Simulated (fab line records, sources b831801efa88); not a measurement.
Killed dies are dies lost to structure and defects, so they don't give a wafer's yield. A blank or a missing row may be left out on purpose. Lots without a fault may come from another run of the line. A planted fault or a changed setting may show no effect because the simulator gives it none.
fab line records | flow gf180mcu | part 2 of 2: steps 35 to 46 of 46
record lots=5 wafers=15 last_day=34
route steps=602 shown MVPSD@86 VT_IMPLANT@90
lots that met no fault: from a run of the same line without faults
start_h: hours from the record's first day to the start of the lot's first wafer shown | wait_h: hours since the lot's step before | " the same as in the row above | L1.1+2: a row that stands for several wafers | - no value, or no start given | * or withheld: withheld | < > ~ a bound
route shown NAME@n: a module of which the file shows steps, and the number in the route of the first | usual: mean/standard deviation of fault-free wafers | same: alike in all rows | chamber/n: place in a boat | sites: the reading at each site | _std_site: their standard deviation | _edge_site: outer sites' mean less inner sites' | radius_mm: how far each site lies from the wafer's centre | mask NAME#n: copy n | behind: the tool/chamber that last shaped the wafer | hold: why the lot was held/for how many hours/how that ended | device: the transistor (n, p or np) that didn't switch | end of line: the same wafers' tests at the end of the route | a step without rows: its recipe alone | killed: dies lost to structure and defects at the first sort, not the wafer's yield | map: a wafer's dies, x killed, . not, _ none there
set.NAME: the setting as run; set.NAME@STEP: as run at that earlier step | model.NAME: the simulator's own value behind a step, which no gauge read
lots at some steps of the route; a table a step, a row a wafer
services: from which hour (start_h, from the record's first day; less than 0 if before it) a tool's chamber was out of use, for how many hours, and why
## steps
# step GF_VT_IMPLANT_IMPLANT_30
# recipe species=B energy_kev=25 dose_cm2=2.534e+12 tilt_deg=7
# usual beam_on_s=9.99/0.19
# columns lot.wafer tool chamber start_h wait_h beam_on_s
L078.1 implanter-01 0 163.08 0.0 10.04
L078.5 " 0 " " 10.03
L078.6 " 0 " " 9.90
L079.1 implanter-04 0 170.27 0.0 10.06
L079.2 " 0 " " 10.13
L079.6 " 0 " " 9.85
L088.1 implanter-04 0 233.92 0.0 10.12
L088.4 " 0 " " 9.95
L088.5 " 0 " " 9.91
L091.3 implanter-04 0 256.48 0.1 9.79
L091.4 " 0 " " 9.77
L091.6 " 0 " " 9.88
L096.2 implanter-01 0 285.64 0.0 9.57
L096.5 " 0 " " 9.67
L096.6 " 0 " " 9.81
# step GF_VT_IMPLANT_STRIP_31
# recipe chemistry=O2/N2 power_w=1400 pressure_mtorr=1500 platen_temp_c=250 o2_flow_sccm=3000 n2_flow_sccm=300 overash_fraction=0.5
# usual drypump_motor_current_A=6.0/0.44 heater_power_w=330/38 o2_flow_sccm=2999/9.5 oes_product_au=0.716/0.0043 strip_time_to_endpoint_s=12.64/0.033
# columns lot.wafer tool chamber start_h wait_h drypump_motor_current_A heater_power_w o2_flow_sccm oes_product_au rf_hours_counter_h strip_time_to_endpoint_s
L078.1 plasma_asher-03 0 163.23 0.1 5.6 303 2995 0.714 4 12.58
L078.5 " 0 " " 5.6 308 2992 0.716 - 12.58
L078.6 " 1 " " 6.6 392 2999 0.718 - 12.60
L079.1 plasma_asher-03 1 170.42 0.1 6.6 391 2994 0.710 5 12.61
L079.2 " 0 " " 5.6 304 3005 0.715 5 12.61
L079.6 " 1 " " 6.6 383 2998 0.715 - 12.63
L088.1 plasma_asher-02 1 234.07 0.1 6.3 350 3000 0.721 59 12.65
L088.4 " 1 " " 6.3 333 3004 0.717 - 12.64
L088.5 " 0 " " 5.4 345 2988 0.707 - 12.68
L091.3 plasma_asher-04 0 256.62 0.1 6.0 282 2985 0.716 - 12.60
L091.4 " 1 " " 6.0 292 3001 0.714 - 12.61
L091.6 " 0 " " 6.0 291 2983 0.716 - 12.61
L096.2 plasma_asher-02 0 285.76 0.1 5.4 344 3004 0.715 62 12.70
L096.5 " 0 " " 5.4 342 2994 0.713 - 12.66
L096.6 " 1 " " 6.3 340 3010 0.716 - 12.68
# step GF_VT_IMPLANT_TW_MEAS_32
# usual VT_IMPLANT_3_TW=268.4/1.3
# columns lot.wafer tool chamber start_h wait_h VT_IMPLANT_3_TW
L078.1 film_metro-02 - 163.33 0.1 267.2
L078.5 " - " " 268.5
L078.6 " - " " 266.9
L079.1 film_metro-04 - 170.52 0.1 268.6
L079.2 " - " " 269.3
L079.6 " - " " 267.7
L088.1 film_metro-02 - 234.17 0.1 269.3
L088.4 " - " " 267.7
L088.5 " - " " 266.7
L091.3 film_metro-04 - 256.70 0.1 266.3
L091.4 " - " " 266.3
L091.6 " - " " 265.6
L096.2 film_metro-01 - 285.87 0.1 266.9
L096.5 " - " " 267.2
L096.6 " - " " 268.7
# step GF_VT_IMPLANT_DEHYDRATE_33
# recipe temp_c=200 time_s=60
# columns lot.wafer tool chamber start_h wait_h
L078.1+5+6 litho_track-02 0 170.45 7.1
L079.1+2+6 litho_track-01 0 178.60 8.1
L088.1+4+5 litho_track-01 0 242.85 8.7
L091.3+4+6 litho_track-03 0 265.78 9.1
L096.2+5+6 litho_track-02 0 294.77 8.9
# step GF_VT_IMPLANT_HMDS_34
# recipe prime_time_s=60 prime_temp_c=120
# columns lot.wafer tool chamber start_h wait_h
L078.1+5+6 litho_track-02 0 170.60 0.1
L079.1+2+6 litho_track-01 0 178.75 0.1
L088.1+4+5 litho_track-01 0 243.00 0.1
L091.3+4+6 litho_track-03 0 265.93 0.1
L096.2+5+6 litho_track-02 0 294.92 0.1
# step GF_VT_IMPLANT_COAT_35
# recipe resist=NOVOLAK spin_rpm=3000 resist_thk_nm=1000
# columns lot.wafer tool chamber start_h wait_h
L078.1+5+6 litho_track-02 0 170.75 0.1
L079.1+2+6 litho_track-01 0 178.90 0.1
L088.1+4+5 litho_track-01 0 243.15 0.1
L091.3+4+6 litho_track-03 0 266.08 0.1
L096.2+5+6 litho_track-02 0 295.07 0.1
# step GF_VT_IMPLANT_SOFTBAKE_36
# recipe temp_c=90 time_s=60 resist=NOVOLAK
# columns lot.wafer tool chamber start_h wait_h
L078.1+5+6 litho_track-02 0 170.90 0.1
L079.1+2+6 litho_track-01 0 179.05 0.1
L088.1+4+5 litho_track-01 0 243.30 0.1
L091.3+4+6 litho_track-03 0 266.23 0.1
L096.2+5+6 litho_track-02 0 295.22 0.1
# step GF_VT_IMPLANT_EXPOSE_37
# recipe mask_id=Nwell_HV_AREA target_cd_nm=860 na=0.6 source_shape=conventional sigma_outer=0.6 dose_mj=141.5
# columns lot.wafer tool chamber start_h wait_h mask
L078.1+5+6 iline_stepper-01 0 - - Nwell_HV_AREA#0
L079.1+2+6 iline_stepper-02 0 - - Nwell_HV_AREA#0
L088.1+4+5 iline_stepper-01 0 - - Nwell_HV_AREA#0
L091.3+4+6 iline_stepper-01 0 - - Nwell_HV_AREA#0
L096.2+5+6 iline_stepper-02 0 - - Nwell_HV_AREA#0
# step GF_VT_IMPLANT_PEB_38
# recipe temp_c=withheld time_s=* resist=NOVOLAK
# columns lot.wafer tool chamber start_h wait_h
L078.1+5+6 litho_track-03 0 - -
L079.1+2+6 litho_track-02 0 - -
L088.1+4+5 litho_track-03 0 - -
L091.3+4+6 litho_track-01 0 - -
L096.2+5+6 litho_track-01 0 - -
# step GF_VT_IMPLANT_DEVELOP_39
# recipe develop_time_s=60 dev_temp_c=23
# same develop_time_s=60
# columns lot.wafer tool chamber start_h wait_h
L078.1+5+6 litho_track-03 0 178.88 0.1
L079.1+2+6 litho_track-02 0 187.20 0.1
L088.1+4+5 litho_track-03 0 252.38 0.1
L091.3+4+6 litho_track-01 0 275.90 0.1
L096.2+5+6 litho_track-01 0 305.02 0.1
# step GF_VT_IMPLANT_OVL_MEAS_40
# usual VT_IMPLANT_03_OVL=0.3/1.5
# columns lot.wafer tool chamber start_h wait_h VT_IMPLANT_03_OVL[nm]
L078.1 overlay-01 - 179.03 0.1 0.9
L078.5 " - " " 0.8
L078.6 " - " " -0.1
L079.1 overlay-02 - 187.35 0.1 2.6
L079.2 " - " " 0.3
L079.6 " - " " 1.4
L088.1 overlay-02 - 252.53 0.1 -1.8
L088.4 " - " " 0.4
L088.5 " - " " -0.3
L091.3 overlay-01 - 276.01 0.1 2.7
L091.4 " - " " 1.7
L091.6 " - " " 0.9
L096.2 overlay-01 - 305.15 0.1 1.0
L096.5 " - " " 0.4
L096.6 " - " " 1.9
# step GF_VT_IMPLANT_IMPLANT_41
# recipe species=As energy_kev=70 dose_cm2=1.013e+12 tilt_deg=7
# usual beam_on_s=10.00/0.19
# columns lot.wafer tool chamber start_h wait_h beam_on_s
L078.1 implanter-04 0 179.07 0.0 10.21
L078.5 " 0 " " 10.03
L078.6 " 0 " " 9.70
L079.1 implanter-02 0 187.38 0.0 9.81
L079.2 " 0 " " 9.84
L079.6 " 0 " " 9.87
L088.1 implanter-01 0 252.56 0.0 9.78
L088.4 " 0 " " 9.59
L088.5 " 0 " " 10.16
L091.3 implanter-04 0 276.08 0.1 9.91
L091.4 " 0 " " 10.20
L091.6 " 0 " " 10.28
L096.2 implanter-04 0 305.21 0.0 10.28
L096.5 " 0 " " 9.85
L096.6 " 0 " " 10.35
## services
# columns tool chamber start_h hours kind
plasma_asher-03 - 108.82 9.0 pm
plasma_asher-03 0 108.82 9.0 vent_cycle
plasma_asher-03 1 108.82 9.0 vent_cycle
implanter-04 - 113.26 2.2 repair
litho_track-03 - 115.48 - consumable_replace:filter
plasma_asher-03 0 117.82 - clean
plasma_asher-03 1 117.82 - clean
plasma_asher-03 - 121.87 2.8 pm
implanter-02 - 123.13 4.2 pm
implanter-01 - 136.40 3.3 repair
implanter-01 - 159.61 1.4 repair
iline_stepper-01 - 165.22 1.7 pm
plasma_asher-01 - 185.93 14.6 pm
iline_stepper-02 0 192.69 - calibration
iline_stepper-01 0 218.96 - calibration
plasma_asher-03 - 221.78 14.6 pm
plasma_asher-04 - 232.34 2.2 repair
implanter-02 - 235.70 2.2 repair
plasma_asher-02 - 255.48 28.1 pm
implanter-03 - 274.18 5.4 pm
implanter-01 - 275.31 2.3 repair
iline_stepper-01 - 286.49 28.9 pm
implanter-01 - 292.39 1.6 repair
implanter-03 - 293.09 3.5 repair
